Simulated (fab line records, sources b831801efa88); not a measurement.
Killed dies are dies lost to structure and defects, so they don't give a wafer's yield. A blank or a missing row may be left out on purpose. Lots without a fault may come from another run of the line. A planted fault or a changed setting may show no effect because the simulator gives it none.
One fault seen from 2 desks | flow gf180mcu | each desk has only its own numbers; what lay behind them comes last

THE TOOL OWNER'S DESK: pvd_sputter-03
The tool's own readings at GF_TOP_METAL_SPUTTER_01 (material TiN, target thk 30 nm, time 25 s): means of the sampled wafers that have a number, for each lot that ran on this tool. A lot is out of limits, marked OUT, if its mean lies more than 4 standard deviations from the usual mean; the brackets give that distance.
Columns: A = cathode_dc_power_W at GF_TOP_METAL_SPUTTER_01, usual 6500.2 W; B = chamber_pressure_pa at GF_TOP_METAL_SPUTTER_01, usual 0.4000 Pa; C = throttle_valve_pct at GF_TOP_METAL_SPUTTER_01, usual 29.5 %
lot  | first seen here | A      | B      | C
L199 | day 31 03:31    | 6501.0 | 0.3995 | 29.6
L201 | day 32 00:40    | 6500.5 | 0.3998 | 29.8
L203 | day 32 12:01    | 6499.6 | 0.3999 | 29.5
L206 | day 33 01:12    | 6500.4 | 0.3998 | 29.9
This desk's finding: nothing out of limits on any of the 4 lots.

THE METROLOGY DESK
What the gauges read, lot by lot, whatever tool the lot ran on: means of the sampled wafers that have a number. A lot is out of limits, marked OUT, if its mean lies more than 4 standard deviations from the usual mean; the brackets give that distance.
Columns: A = M5_OVL at GF_M5_OVL_MEAS_08, usual 0 nm; B = V5_CVD_00_THK at GF_V5_THK_MEAS_01, usual 310 nm
lot  | first seen here | A  | B
L193 | day 28 15:10    | -6 | 311
L194 | day 28 19:46    | 1  | 310
L195 | day 29 00:04    | -6 | 309
L197 | day 29 20:28    | 3  | 309
L198 | day 29 23:34    | -9 | 310
L199 | day 30 06:07    | -2 | 312
L200 | day 30 13:55    | -2 | 309
L201 | day 31 04:58    | 2  | 310
L203 | day 31 16:14    | -1 | 307
L202 | day 31 18:25    | 6  | 313
L205 | day 31 22:46    | 11 | 306
L206 | day 32 05:28    | 0  | 314
L207 | day 32 06:07    | 3  | 314
L209 | day 32 17:55    | -0 | 315
This desk's finding: nothing out of limits on any of the 14 lots.

PUT TOGETHER
The tool owner's desk saw nothing out of limits.
The metrology desk saw nothing out of limits.

WHAT THE SIMULATOR HAD PUT IN
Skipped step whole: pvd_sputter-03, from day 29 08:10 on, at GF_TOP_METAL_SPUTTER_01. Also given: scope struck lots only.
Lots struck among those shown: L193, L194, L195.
